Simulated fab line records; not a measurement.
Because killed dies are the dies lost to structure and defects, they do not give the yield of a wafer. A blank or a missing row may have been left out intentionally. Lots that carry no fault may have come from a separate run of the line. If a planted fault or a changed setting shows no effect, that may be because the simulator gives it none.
Which of the tools did it? || flow sky130 || 36 wafers sampled from 12 lots at 1 step of a route of 708

WHAT THE GAUGES READ, wafer by wafer
SKY_METAL2_CD_MEAS_15: target cd 140 nm.
{"lot": "L474", "measured": "day 35 10:43", "on": "cdSem-02", "cdNm (nm)": "140.2 140.5 140.5"}
{"lot": "L478", "measured": "day 37 00:18", "on": "cdSem-02", "cdNm (nm)": "139.0 138.4 137.3"}
{"lot": "L479", "measured": "day 37 09:51", "on": "cdSem-01", "cdNm (nm)": "137.4 137.3 138.5"}
{"lot": "L480", "measured": "day 37 15:19", "on": "cdSem-01", "cdNm (nm)": "141.2 140.2 140.4"}
{"lot": "L481", "measured": "day 37 19:31", "on": "cdSem-01", "cdNm (nm)": "141.8 142.0 141.0"}
{"lot": "L484", "measured": "day 38 21:55", "on": "cdSem-02", "cdNm (nm)": "138.1 139.3 138.8"}
{"lot": "L487", "measured": "day 39 21:28", "on": "cdSem-01", "cdNm (nm)": "137.7 138.1 137.9"}
{"lot": "L488", "measured": "day 39 23:05", "on": "cdSem-02", "cdNm (nm)": "140.1 139.6 138.6"}
{"lot": "L489", "measured": "day 40 08:42", "on": "cdSem-01", "cdNm (nm)": "141.1 140.1 140.9"}
{"lot": "L490", "measured": "day 40 22:49", "on": "cdSem-01", "cdNm (nm)": "139.5 139.6 139.0"}
{"lot": "L491", "measured": "day 41 00:34", "on": "cdSem-02", "cdNm (nm)": "140.7 141.2 140.2"}
{"lot": "L492", "measured": "day 41 07:22", "on": "cdSem-01", "cdNm (nm)": "139.5 138.9 140.0"}

TOOL THAT RAN EACH LOT (tool first, then ch and the chambers of the sampled wafers, then the start)
Before these readings, the record contains no process step.

AS READ BY THE TOOLS THEMSELVES (means over the sampled wafers that have a number; for cases with no such wafer, the mark the record gives instead)
The record holds no such reading with a usual standard deviation.

THE ANSWER, worked out from the rows above alone
Rule: the usual values come from the lots themselves. The widest of any qualifying gaps counts: lots, ordered by their means at a reading, are off when they make up no more than a third of the lots, leave a main group of 4 or more, and stand apart from it by 3 or more times the standard deviation of that group's means. A main group is skipped when, at the precision printed for the reading in the tables above, its means are all equal. A lot without any number at a reading at which 4 lots or more have one is off too. All remaining lots with rows at the step are treated as sound. Order of review: gauges by route order, followed by the tools' own readings, for which a lot's mean as printed above is used. The first step at which some lot is off is used, and at that step the reading that is off furthest; a lot without a number counts as furthest.
No lot is off on any of the readings shown, so nothing can be concluded from this.

WHAT WAS PUT IN BY THE SIMULATOR
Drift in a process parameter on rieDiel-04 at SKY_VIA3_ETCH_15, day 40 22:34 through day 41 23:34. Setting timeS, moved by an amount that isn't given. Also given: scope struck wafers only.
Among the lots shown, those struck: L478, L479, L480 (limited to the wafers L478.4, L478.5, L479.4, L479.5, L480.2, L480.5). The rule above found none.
